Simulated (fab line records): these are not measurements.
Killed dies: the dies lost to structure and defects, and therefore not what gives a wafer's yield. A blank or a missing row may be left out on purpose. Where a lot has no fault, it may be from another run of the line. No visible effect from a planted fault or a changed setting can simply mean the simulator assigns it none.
What tool caused it? / flow sky130 / Sampling: 12 lots, 35 wafers, 4 of 708 route steps

## WHAT THE GAUGES READ, wafer by wafer
SKY_CAP2M_THK_MEAS_01. Usual: CAP2M_CVD_00_THK gives 15.51 nm (standard deviation 0.21).
lot=L240; measured=day 39 18:40; on=film metro-02; CAP2M_CVD_00_THK (nm)=15.16 14.95 15.40; flag=
lot=L241; measured=day 40 04:16; on=film metro-02; CAP2M_CVD_00_THK (nm)=15.76 15.31 15.93; flag=
lot=L242; measured=day 40 05:28; on=film metro-04; CAP2M_CVD_00_THK (nm)=15.59 15.83 15.62; flag=
lot=L245; measured=day 41 06:31; on=film metro-04; CAP2M_CVD_00_THK (nm)=15.38 15.81 15.72; flag=
lot=L246; measured=day 41 12:59; on=film metro-04; CAP2M_CVD_00_THK (nm)=15.18 15.45 15.45; flag=
lot=L252; measured=day 43 11:55; on=film metro-04; CAP2M_CVD_00_THK (nm)=15.47 15.45; flag=
lot=L257; measured=day 44 16:18; on=film metro-03; CAP2M_CVD_00_THK (nm)=15.47 15.82 15.43; flag=
lot=L258; measured=day 44 21:57; on=film metro-03; CAP2M_CVD_00_THK (nm)=15.39 15.32 15.82; flag=
lot=L259; measured=day 45 03:55; on=film metro-03; CAP2M_CVD_00_THK (nm)=15.49 15.60 15.58; flag=
lot=L263; measured=day 46 04:56; on=film metro-04; CAP2M_CVD_00_THK (nm)=15.41 15.56 15.99; flag=
lot=L261; measured=day 46 07:59; on=film metro-02; CAP2M_CVD_00_THK (nm)=15.25 15.37 15.36; flag=
lot=L262; measured=day 46 08:17; on=film metro-03; CAP2M_CVD_00_THK (nm)=15.51 15.24 15.81; flag=

SKY_PAD_OPEN_BOW_MEAS_13. Usual: PAD_OPEN_BOW gives 48 um (standard deviation 9.4).
lot=L240; measured=day 45 19:16; on=film metro-03; PAD_OPEN_BOW (um)=29 51 39; flag=
lot=L241; measured=day 46 01:41; on=film metro-03; PAD_OPEN_BOW (um)=54 45 60; flag=
lot=L242; measured=day 46 05:39; on=film metro-04; PAD_OPEN_BOW (um)=48 58 40; flag=
lot=L245; measured=day 47 01:41; on=film metro-02; PAD_OPEN_BOW (um)=67 61 60; flag=
lot=L246; measured=day 47 09:22; on=film metro-03; PAD_OPEN_BOW (um)=49 50 30; flag=
lot=L252; measured=day 48 23:10; on=film metro-02; PAD_OPEN_BOW (um)=35 44; flag=
lot=L257; measured=day 49 21:01; on=film metro-02; PAD_OPEN_BOW (um)=42 48 35; flag=
lot=L258; measured=day 50 00:04; on=film metro-02; PAD_OPEN_BOW (um)=62 50 56; flag=
lot=L259; measured=day 50 06:39; on=film metro-02; PAD_OPEN_BOW (um)=57 40 46; flag=
lot=L263; measured=day 51 00:16; on=film metro-02; PAD_OPEN_BOW (um)=39 42 63; flag=
lot=L261; measured=day 51 02:01; on=film metro-04; PAD_OPEN_BOW (um)=57 36 46; flag=
lot=L262; measured=day 51 03:31; on=film metro-04; PAD_OPEN_BOW (um)=42 40 29; flag=

## EACH LOT AND THE TOOL THAT RAN IT (in order: tool; ch and the chambers of the sampled wafers; start)
lot=L240; SKY_METAL4_SPUTTER_04=pvd sputter-03, day 39 18:36; SKY_PAD_OPEN_ETCH_07=rie diel-02 ch 0,1,3, day 45 16:49
lot=L241; SKY_METAL4_SPUTTER_04=pvd sputter-04, day 40 04:11; SKY_PAD_OPEN_ETCH_07=rie diel-03 ch 0,2,3, day 45 23:28
lot=L242; SKY_METAL4_SPUTTER_04=pvd sputter-01, day 40 05:23; SKY_PAD_OPEN_ETCH_07=rie diel-03 ch 2,3, day 46 03:25
lot=L245; SKY_METAL4_SPUTTER_04=pvd sputter-01, day 41 06:26; SKY_PAD_OPEN_ETCH_07=rie diel-02 ch 0,1,2, day 46 23:28
lot=L246; SKY_METAL4_SPUTTER_04=pvd sputter-04, day 41 12:55; SKY_PAD_OPEN_ETCH_07=rie diel-02 ch 0,1,2, day 47 07:07
lot=L252; SKY_METAL4_SPUTTER_04=pvd sputter-01, day 43 11:49; SKY_PAD_OPEN_ETCH_07=rie diel-02 ch 2, day 48 20:40
lot=L257; SKY_METAL4_SPUTTER_04=pvd sputter-01, day 44 16:13; SKY_PAD_OPEN_ETCH_07=rie diel-03 ch 1,3, day 49 18:34
lot=L258; SKY_METAL4_SPUTTER_04=pvd sputter-03, day 44 21:53; SKY_PAD_OPEN_ETCH_07=rie diel-03 ch 2,3, day 49 21:52
lot=L259; SKY_METAL4_SPUTTER_04=pvd sputter-01, day 45 03:50; SKY_PAD_OPEN_ETCH_07=rie diel-03 ch 1,2,3, day 50 04:25
lot=L263; SKY_METAL4_SPUTTER_04=pvd sputter-03, day 46 04:52; SKY_PAD_OPEN_ETCH_07=rie diel-03 ch 0,1,3, day 50 22:04
lot=L261; SKY_METAL4_SPUTTER_04=pvd sputter-04, day 46 07:55; SKY_PAD_OPEN_ETCH_07=rie diel-03 ch 0,1, day 50 23:49
lot=L262; SKY_METAL4_SPUTTER_04=pvd sputter-03, day 46 08:13; SKY_PAD_OPEN_ETCH_07=rie diel-03 ch 1,2,3, day 51 00:10
- SKY_METAL4_SPUTTER_04: material TiN, target thk 70 nm, time 58.3 s.
- SKY_PAD_OPEN_ETCH_07: etches the open film in CF4/O2, stops on AlCu, target depth 725 nm, time 161.1 s.

## WHAT THE TOOLS THEMSELVES READ (means of the sampled wafers that have a number; where no wafer has one, the mark that the record gives instead)
SKY_METAL4_SPUTTER_04. Usual: throttle valve pct at 29.6 %, with a standard deviation of 0.98.
lot=L240; tool=pvd sputter-03; throttle valve pct (%)=31.0; flag=
lot=L241; tool=pvd sputter-04; throttle valve pct (%)=28.4; flag=
lot=L242; tool=pvd sputter-01; throttle valve pct (%)=29.5; flag=
lot=L245; tool=pvd sputter-01; throttle valve pct (%)=29.2; flag=
lot=L246; tool=pvd sputter-04; throttle valve pct (%)=29.6; flag=
lot=L252; tool=pvd sputter-01; throttle valve pct (%)=29.2; flag=
lot=L257; tool=pvd sputter-01; throttle valve pct (%)=29.5; flag=
lot=L258; tool=pvd sputter-03; throttle valve pct (%)=31.0; flag=
lot=L259; tool=pvd sputter-01; throttle valve pct (%)=28.9; flag=
lot=L263; tool=pvd sputter-03; throttle valve pct (%)=30.9; flag=
lot=L261; tool=pvd sputter-04; throttle valve pct (%)=29.7; flag=
lot=L262; tool=pvd sputter-03; throttle valve pct (%)=30.8; flag=

SKY_PAD_OPEN_ETCH_07. Usual: drypump motor current A 5.7 A, standard deviation 0.4; oes product au 0.978 a.u., standard deviation 0.0067; throttle valve pct 5.965 %, standard deviation 0.0091.
lot=L240; tool=rie diel-02; drypump motor current A (A)=5.9; oes product au (a.u.)=0.975; throttle valve pct (%)=5.962; flag=
lot=L241; tool=rie diel-03; drypump motor current A (A)=5.6; oes product au (a.u.)=0.978; throttle valve pct (%)=5.963; flag=
lot=L242; tool=rie diel-03; drypump motor current A (A)=5.9; oes product au (a.u.)=0.981; throttle valve pct (%)=5.972; flag=
lot=L245; tool=rie diel-02; drypump motor current A (A)=5.6; oes product au (a.u.)=0.978; throttle valve pct (%)=5.971; flag=
lot=L246; tool=rie diel-02; drypump motor current A (A)=5.7; oes product au (a.u.)=0.974; throttle valve pct (%)=5.961; flag=
lot=L252; tool=rie diel-02; drypump motor current A (A)=5.2; oes product au (a.u.)=0.941; throttle valve pct (%)=5.957; flag=OFF
lot=L257; tool=rie diel-03; drypump motor current A (A)=5.9; oes product au (a.u.)=0.981; throttle valve pct (%)=5.964; flag=
lot=L258; tool=rie diel-03; drypump motor current A (A)=5.8; oes product au (a.u.)=0.975; throttle valve pct (%)=5.965; flag=
lot=L259; tool=rie diel-03; drypump motor current A (A)=5.8; oes product au (a.u.)=0.973; throttle valve pct (%)=5.961; flag=
lot=L263; tool=rie diel-03; drypump motor current A (A)=5.5; oes product au (a.u.)=0.986; throttle valve pct (%)=5.980; flag=
lot=L261; tool=rie diel-03; drypump motor current A (A)=5.2; oes product au (a.u.)=0.979; throttle valve pct (%)=5.965; flag=
lot=L262; tool=rie diel-03; drypump motor current A (A)=5.8; oes product au (a.u.)=0.978; throttle valve pct (%)=5.968; flag=

## THE ANSWER, worked out from the rows above alone
Rule: take the mean of a lot's wafers that have a number; if it is more than 3 standard deviations from the usual mean, the lot is off. A lot without any number at a reading at which 4 lots or more have one is off too. Where the step has rows for the other lots, those lots are counted as sound. After the gauges, taken in route order, come the tools' own readings; for these a lot's mean is taken, as printed above. At the first step where some lot is off, the reading lying furthest off is the one used; lots without a number count as furthest.
Off at SKY_PAD_OPEN_ETCH_07 (oes product au): L252.
A tool fits if, at that step or a process step before it, it ran every lot that is off, and no sound lot after the first of them. One fits: SKY_PAD_OPEN_ETCH_07 on rie diel-02. A fault onset in the window from L246 (day 47 07:07, its last sound lot) to L252 (day 48 20:40, its first lot off) fits.
On the lots that are off, the tool's own readings at SKY_PAD_OPEN_ETCH_07 differ by more than 5 times the standard deviation of the sound lots' means, which bears it out; oes product au reads 0.941 a.u. there versus 0.978 a.u. on the sound lots.

## WHAT HAD BEEN PUT IN BY THE SIMULATOR
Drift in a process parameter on rie diel-02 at SKY_PAD_OPEN_ETCH_07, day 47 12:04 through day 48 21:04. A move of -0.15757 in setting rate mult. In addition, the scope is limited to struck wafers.
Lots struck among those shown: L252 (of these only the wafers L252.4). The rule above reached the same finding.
